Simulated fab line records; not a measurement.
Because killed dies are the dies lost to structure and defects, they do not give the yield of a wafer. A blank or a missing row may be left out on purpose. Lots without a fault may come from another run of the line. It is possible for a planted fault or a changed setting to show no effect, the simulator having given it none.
Which of the tools did it?	flow sky130	13 lots with 39 wafers sampled at 5 steps, on a route of 708 steps

## WHAT THE GAUGES SHOWED, per wafer
SKY_VT_ADJUST_NCORE_TW_MEAS_11.
lot	measured	on	VT_ADJUST_NCORE_TW
L691	day 8 08:31	film-metro-03	221.6 220.3 222.3
L692	day 8 20:55	film-metro-03	223.1 220.4 220.2
L693	day 9 02:29	film-metro-02	219.8 218.5 218.7
L695	day 9 15:35	film-metro-02	219.3 219.0 218.6
L697	day 10 09:04	film-metro-01	218.7 217.7 218.0
L698	day 10 14:58	film-metro-02	219.7 219.4 220.2
L699	day 10 22:10	film-metro-03	220.8 221.0 222.1
L703	day 12 02:25	film-metro-01	219.9 219.2 218.2
L705	day 12 14:08	film-metro-03	222.9 221.0 222.2
L708	day 13 10:56	film-metro-02	219.5 219.1 219.4
L711	day 14 07:23	film-metro-03	221.1 220.6 221.3
L712	day 14 16:47	film-metro-03	220.1 221.0 221.8
L713	day 14 21:07	film-metro-02	219.2 220.4 220.2

SKY_SONOS_TUNNEL_CD_MEAS_07: the cd target is 410 nm.
lot	measured	on	cd-nm (nm)
L691	day 11 00:53	cd-sem-01	408.9 410.4 408.7
L692	day 11 16:47	cd-sem-02	410.3 410.9 410.0
L693	day 11 21:34	cd-sem-01	411.4 410.0 409.1
L695	day 12 13:22	cd-sem-01	407.9 409.3 406.4
L697	day 13 07:23	cd-sem-01	411.1 409.5 409.8
L698	day 13 15:38	cd-sem-02	405.7 407.0 408.4
L699	day 13 22:44	cd-sem-01	405.2 404.8 404.1
L703	day 15 07:40	cd-sem-01	414.2 412.0 413.7
L705	day 15 21:08	cd-sem-01	412.2 411.7 410.1
L708	day 16 19:26	cd-sem-02	412.7 411.7 411.0
L711	day 17 18:52	cd-sem-01	411.5 411.5 410.5
L712	day 18 06:08	cd-sem-01	410.8 411.5 410.9
L713	day 18 10:57	cd-sem-01	406.6 405.5 406.3

SKY_SONOS_TUNNEL_TW_MEAS_12.
lot	measured	on	SONOS_TUNNEL_TW
L691	day 11 01:26	film-metro-03	200.1 200.5 199.2
L692	day 11 17:22	film-metro-04	195.2 194.1 194.0
L693	day 11 22:08	film-metro-04	194.2 193.2 192.5
L695	day 12 13:57	film-metro-02	197.0 196.6 197.0
L697	day 13 07:58	film-metro-03	199.4 200.5 199.2
L698	day 13 16:12	film-metro-03	199.0 199.4 199.7
L699	day 13 23:19	film-metro-02	196.9 196.8 197.2
L703	day 15 08:14	film-metro-04	195.3 195.1 195.6
L705	day 15 21:41	film-metro-03	198.6 198.5 199.0
L708	day 16 20:01	film-metro-03	197.7 196.0 196.4
L711	day 17 19:26	film-metro-02	198.0 197.0 197.3
L712	day 18 06:43	film-metro-02	195.3 196.2 196.4
L713	day 18 11:31	film-metro-03	198.4 198.2 199.1

SKY_GATE_OXIDE_THK_MEAS_02.
lot	measured	on	GATE_OXIDE_OXIDATION_00_THK (nm)
L691	day 12 12:07	film-metro-03	10.34 10.55 10.21
L692	day 13 02:08	film-metro-03	10.60 10.52 10.59
L693	day 13 06:25	film-metro-04	10.18 9.96 10.16
L695	day 13 22:35	film-metro-03	10.42 10.29 10.25
L697	day 14 16:56	film-metro-04	10.16 10.05 10.01
L698	day 14 23:38	film-metro-01	10.50 10.41 10.29
L699	day 15 12:03	film-metro-03	10.64 10.59 10.64
L703	day 16 19:08	film-metro-03	8.74 8.64 8.73 8.76 8.63 8.75
L705	day 17 10:57	film-metro-04	8.92 8.95 9.08 8.98 8.99 9.06
L708	day 18 11:07	film-metro-04	10.35 10.34 10.29
L711	day 19 07:37	film-metro-03	10.31 10.34 10.42
L712	day 19 19:40	film-metro-03	10.13 10.05 10.13
L713	day 20 01:30	film-metro-04	10.30 10.07 10.21

## WHICH TOOL RAN EACH LOT (tool, then ch and the chambers of the sampled wafers, then the start)
lot	SKY_GATE_OXIDE_OXIDATION_01
L691	furnace-01 ch 0, day 12 10:41
L692	furnace-02 ch 0, day 13 00:43
L693	furnace-02 ch 0, day 13 04:59
L695	furnace-02 ch 0, day 13 21:10
L697	furnace-02 ch 0, day 14 15:31
L698	furnace-01 ch 0, day 14 22:13
L699	furnace-01 ch 0, day 15 10:38
L703	furnace-01 ch 0, day 16 17:43
L705	furnace-01 ch 0, day 17 09:31
L708	furnace-02 ch 0, day 18 09:42
L711	furnace-02 ch 0, day 19 06:13
L712	furnace-02 ch 0, day 19 18:15
L713	furnace-01 ch 0, day 20 00:05
- SKY_GATE_OXIDE_OXIDATION_01: stabilise 600 s, purge 300 s, target thk 10.268 nm.

## AS READ BY THE TOOLS THEMSELVES (means over the sampled wafers that have a number; for cases with no such wafer, the mark the record gives instead)
SKY_GATE_OXIDE_OXIDATION_01.
lot	tool	spike-tc-centre-C (C)	zone-power-centre-pct (%)
L691	furnace-01	898.0	18.0
L692	furnace-02	900.0	15.5
L693	furnace-02	901.1	15.4
L695	furnace-02	900.4	15.3
L697	furnace-02	899.4	15.6
L698	furnace-01	898.7	17.8
L699	furnace-01	898.9	18.0
L703	furnace-01	898.2	17.7
L705	furnace-01	898.8	17.9
L708	furnace-02	900.7	15.5
L711	furnace-02	900.4	15.6
L712	furnace-02	900.4	15.5
L713	furnace-01	898.0	17.8

## THE ANSWER, worked out from the rows above alone
Rule: the usual values come from the lots themselves. The widest of any qualifying gaps counts: lots, ordered by their means at a reading, are off when they make up no more than a third of the lots, leave a main group of 4 or more, and stand apart from it by 3 or more times the standard deviation of that group's means. If all means in a main group match to the digits the tables above print for the reading, that group is not used. Also off: a lot with no number at a reading for which 4 or more lots have one. All remaining lots with rows at the step are treated as sound. The gauges are gone through in route order, then the tools' own readings, and for those a lot's mean is taken as printed above. At the first step where some lot is off, the reading lying furthest off is the one used; lots without a number count as furthest.
Off: L703, L705, at SKY_GATE_OXIDE_THK_MEAS_02 (GATE_OXIDE_OXIDATION_00_THK). Mean 10.31 nm and standard deviation 0.17 in the main group.
If a tool, at a process step before that reading, ran all the lots that are off and no sound lot after the first of them, it fits. The gauges at SKY_GATE_OXIDE_THK_MEAS_02 are tried like those tools. Not one of the candidates tried fits.

## WHAT THE SIMULATOR PUT IN
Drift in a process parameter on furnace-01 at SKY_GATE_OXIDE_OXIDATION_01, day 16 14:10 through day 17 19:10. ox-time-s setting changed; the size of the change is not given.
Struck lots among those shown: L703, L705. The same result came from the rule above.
